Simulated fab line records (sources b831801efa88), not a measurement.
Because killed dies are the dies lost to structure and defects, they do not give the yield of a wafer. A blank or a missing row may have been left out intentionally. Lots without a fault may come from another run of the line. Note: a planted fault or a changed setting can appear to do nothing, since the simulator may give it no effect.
Problem report, 8D (eight disciplines) form, completed by code | flow sky130 | the parts of the form that need people (team, actions taken, sign-off) are left out

1. THE PROBLEM
Wafers free of any fault read 90.6 nm (standard deviation 1.1) for PASSIVATION_CVD_00_THK at SKY_PASSIVATION_THK_MEAS_01, against a mean of 38.4 nm on 3 wafers of 3 lots. That puts it -47 standard deviations away from the usual mean.
First observed at day 45 16:37: wafer L875.4, on film metro-04. At this step, 43 wafers from 15 lots have a number in the record. Rule for "out", or "out of limits": more than 4 standard deviations from the usual mean. The other wafers with a number count as sound.

2. WHAT IT IS, AND WHAT IT ISN'T
question                    | is                                          | is not
which readings at this step | PASSIVATION_CVD_00_THK                      | -
which lots                  | L875, L876, L879                            | L868, L878, L880, L881, L882, L884, L885, L886, L888, L889, L890, L891
which wafers of those lots  | L875.4, L876.4, L879.4                      | L875.6, L876.6, L879.3, L879.5
read on which gauges        | film metro-02, film metro-03, film metro-04 | -
when                        | from day 45 16:37                           | up to then (4 sound wafers); but 36 sound wafers of L876, L878, L879, L880, L881, L882, L884, L885, L886, L888, L889, L890, L891 came after

3. WHAT RULES OUT EACH SUSPECT
Counting: a tool at a process step up to the reading stays a suspect if it ran every lot that is out. Sound lots after the first of them don't rule it out here, since some wafers of a struck lot are sound.
- the gauge at SKY_PASSIVATION_THK_MEAS_01: ruled out. Those wafers that are out were read across 3 gauges (film metro-02, film metro-03, film metro-04).
- pecvd-02 at SKY_PASSIVATION_CVD_00 (deposits SiO2, target thk 90 nm): kept. It ran every lot that is out, first L875 (day 45 16:34).
After counting, what remains is pecvd-02 at SKY_PASSIVATION_CVD_00.

4. THE CAUSE (what the simulator had put in)
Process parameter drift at SKY_PASSIVATION_CVD_00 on pecvd-02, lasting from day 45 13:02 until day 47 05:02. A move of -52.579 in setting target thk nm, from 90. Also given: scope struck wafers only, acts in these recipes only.
Only this tool survived the counting.

5. THE CHAIN OF EFFECTS, in route order
Rows list readings where the struck wafers' mean (over those with a number) sits beyond 3 standard deviations from the usual. Only readings whose record carries a usual standard deviation are examined. hours: median over the lots of the time between each lot's start at the first step of this table that gives one and its start at this step. sigmas: the change, counted in usual standard deviations.
hours | step                        | reading                | usual      | on struck wafers | change | sigmas
0     | SKY_PASSIVATION_THK_MEAS_01 | PASSIVATION_CVD_00_THK | 90.6 nm    | 38.4             | -52.2  | -47
21    | SKY_PASSIVATION_ETCH_11     | oes product au         | 0.976 a.u. | 0.942            | -0.034 | -4.9
Process steps it contains:
- SKY_PASSIVATION_ETCH_11: etches the open film in CF4/O2, stops on AlCu, target depth 725 nm, time 161.1 s.

6. HOW IT WOULD HAVE BEEN CAUGHT EARLIER
The first out-of-limits reading at a measuring or inspecting step in this record came at day 45 16:37, 4 hours after the fault's start at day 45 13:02.
No tool reading at SKY_PASSIVATION_CVD_00 that has a usual standard deviation in the record was out on any struck wafer, so an alarm limit of 4 standard deviations on those readings would not have fired.
Of the lots that are out (3), L876, L879 began SKY_PASSIVATION_CVD_00 on pecvd-02 after day 45 16:37. A hold on the tool at that time would have spared those 2.
